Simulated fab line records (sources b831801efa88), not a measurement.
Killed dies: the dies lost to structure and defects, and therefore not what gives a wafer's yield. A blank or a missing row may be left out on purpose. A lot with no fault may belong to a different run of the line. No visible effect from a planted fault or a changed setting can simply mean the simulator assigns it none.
The tool behind it: which one? -- flow sky130 -- 33 wafers from 11 lots sampled at 5 of the route's 708 steps

WHAT EACH GAUGE READ, for each wafer
SKY_GATE_OXIDE_OVL_MEAS_10.
lot,measured,on,GATE_OXIDE_OVL (nm)
L629,day 13 11:40,overlay-02,-4.1 -1.5 -2.3
L631,day 14 03:36,overlay-01,0.0 -0.1 -2.5
L632,day 15 04:15,overlay-01,-1.4 0.4 0.8
L633,day 15 06:43,overlay-02,0.2 -0.1 -0.6
L634,day 15 23:40,overlay-01,-1.9 -1.1 -2.5
L636,day 16 09:13,overlay-01,-1.6 -2.2 -0.5
L638,day 16 20:15,overlay-01,-3.2 -3.3 -1.2
L639,day 17 07:25,overlay-01,-2.6 -0.9 -0.6
L640,day 17 12:13,overlay-01,-0.3 -0.7 -0.8
L651,day 21 19:39,overlay-02,-1.5 -0.2 -0.9
L649,day 21 20:10,overlay-01,-0.5 -1.6 -0.9

SKY_GATE_OXIDE_TW_MEAS_14.
lot,measured,on,GATE_OXIDE_TW
L629,day 13 12:04,film-metro-02,222.8 223.1 224.4
L631,day 14 03:59,film-metro-03,225.6 225.4 226.5
L632,day 15 04:38,film-metro-03,224.0 224.4 224.8
L633,day 15 07:06,film-metro-02,223.1 224.2 223.5
L634,day 16 00:04,film-metro-02,223.1 224.5 222.9
L636,day 16 09:38,film-metro-03,226.5 225.2 225.7
L638,day 16 20:40,film-metro-02,222.8 222.5 222.7
L639,day 17 07:49,film-metro-03,227.0 225.2 225.3
L640,day 17 12:38,film-metro-03,225.8 226.4 226.5
L651,day 21 20:04,film-metro-03,226.7 225.1 225.3
L649,day 21 20:34,film-metro-04,219.7 219.4 220.3

SKY_LDD_HVN_TW_MEAS_10.
lot,measured,on,LDD_HVN_TW
L629,day 20 01:09,film-metro-03,1442 1436 1433
L631,day 20 18:51,film-metro-02,1434 1437 1442
L632,day 21 16:50,film-metro-01,1420 1416 1414
L633,day 22 01:11,film-metro-01,1411 1409 1408
L634,day 22 16:37,film-metro-01,1414 1408 1417
L636,day 22 22:37,film-metro-02,1420 1424 1432
L638,day 23 17:00,film-metro-03,1451 1445 1444
L639,day 24 07:10,film-metro-02,1426 1424 1426
L640,day 24 07:28,film-metro-03,1442 1441 1447
L651,day 28 06:30,film-metro-02,1437 1449 1441
L649,day 28 08:41,film-metro-02,30 30 30 30 30 30

EACH LOT AND THE TOOL THAT RAN IT (in order: tool; ch and the chambers of the sampled wafers; start)
lot,SKY_LDD_P_STRIP_10,SKY_LDD_HVN_STRIP_09
L629,"plasma-asher-04 ch 0,1, day 18 18:28","plasma-asher-02 ch 0,1, day 20 01:02"
L631,"plasma-asher-03 ch 0,1, day 19 11:43","plasma-asher-04 ch 0, day 20 18:45"
L632,"plasma-asher-04 ch 0,1, day 20 10:49","plasma-asher-04 ch 0,1, day 21 16:44"
L633,"plasma-asher-04 ch 0,1, day 20 18:10","plasma-asher-03 ch 1, day 22 01:05"
L634,"plasma-asher-04 ch 0,1, day 21 10:05","plasma-asher-04 ch 0,1, day 22 16:32"
L636,"plasma-asher-04 ch 0,1, day 21 16:26","plasma-asher-02 ch 0, day 22 22:30"
L638,"plasma-asher-01 ch 1, day 22 10:49","plasma-asher-04 ch 0,1, day 23 16:54"
L639,"plasma-asher-03 ch 0,1, day 23 00:31","plasma-asher-02 ch 0,1, day 24 07:03"
L640,"plasma-asher-01 ch 0,1, day 23 01:21","plasma-asher-03 ch 0,1, day 24 07:23"
L651,"plasma-asher-03 ch 0,1, day 27 02:04","plasma-asher-02 ch 0,1, day 28 06:24"
L649,"plasma-asher-01 ch 0,1, day 27 04:04","plasma-asher-04 ch 1, day 28 08:35"
- SKY_LDD_P_STRIP_10: strips in O2/N2.
- SKY_LDD_HVN_STRIP_09: strips in O2/N2.

AS READ BY THE TOOLS THEMSELVES (means over the sampled wafers that have a number; for cases with no such wafer, the mark the record gives instead)
SKY_LDD_P_STRIP_10.
lot,tool,drypump-motor-current-A (A),oes-product-au (a.u.),strip-time-to-endpoint-s (s)
L629,plasma-asher-04,5.8,0.716,14.22
L631,plasma-asher-03,5.8,0.718,14.17
L632,plasma-asher-04,6.2,0.716,14.20
L633,plasma-asher-04,6.2,0.715,14.25
L634,plasma-asher-04,5.8,0.717,14.20
L636,plasma-asher-04,6.2,0.713,14.21
L638,plasma-asher-01,5.0,0.717,14.22
L639,plasma-asher-03,5.7,0.718,14.21
L640,plasma-asher-01,5.4,0.712,14.16
L651,plasma-asher-03,5.8,0.717,14.22
L649,plasma-asher-01,5.2,0.924,-

SKY_LDD_HVN_STRIP_09.
lot,tool,drypump-motor-current-A (A),oes-product-au (a.u.),strip-time-to-endpoint-s (s)
L629,plasma-asher-02,5.8,0.403,4.119
L631,plasma-asher-04,6.6,0.409,4.142
L632,plasma-asher-04,5.8,0.410,4.143
L633,plasma-asher-03,5.1,0.409,4.144
L634,plasma-asher-04,6.2,0.409,4.135
L636,plasma-asher-02,5.7,0.410,4.119
L638,plasma-asher-04,6.2,0.407,4.156
L639,plasma-asher-02,5.8,0.406,4.117
L640,plasma-asher-03,5.8,0.414,4.139
L651,plasma-asher-02,5.8,0.414,4.148
L649,plasma-asher-04,5.4,0.715,13.779

THE ANSWER, worked out from the rows above alone
Rule: what is usual is taken from the lots themselves. The widest of any qualifying gaps counts: lots, ordered by their means at a reading, are off when they make up no more than a third of the lots, leave a main group of 4 or more, and stand apart from it by 3 or more times the standard deviation of that group's means. A main group is skipped when, at the precision printed for the reading in the tables above, its means are all equal. A lot without any number at a reading at which 4 lots or more have one is off too. Any other lot the step has rows for is counted as sound. After the gauges, taken in route order, come the tools' own readings; for these a lot's mean is taken, as printed above. At the first step where some lot is off, the reading lying furthest off is the one used; lots without a number count as furthest.
Off: at SKY_LDD_HVN_TW_MEAS_10 (LDD_HVN_TW), L649. The main group has a mean of 1430 with a standard deviation of 13.
A tool fits if, at a process step before that reading, it ran every lot that is off, and no sound lot after the first of them. Not tried: the gauges at SKY_LDD_HVN_TW_MEAS_10; whatever is off there is also off at SKY_LDD_P_STRIP_10, on other tools, and gauge error can't account for it. Undecided on this evidence; 2 tools fit (plasma-asher-01 at SKY_LDD_P_STRIP_10, plasma-asher-04 at SKY_LDD_HVN_STRIP_09).

WHAT WAS PUT IN BY THE SIMULATOR
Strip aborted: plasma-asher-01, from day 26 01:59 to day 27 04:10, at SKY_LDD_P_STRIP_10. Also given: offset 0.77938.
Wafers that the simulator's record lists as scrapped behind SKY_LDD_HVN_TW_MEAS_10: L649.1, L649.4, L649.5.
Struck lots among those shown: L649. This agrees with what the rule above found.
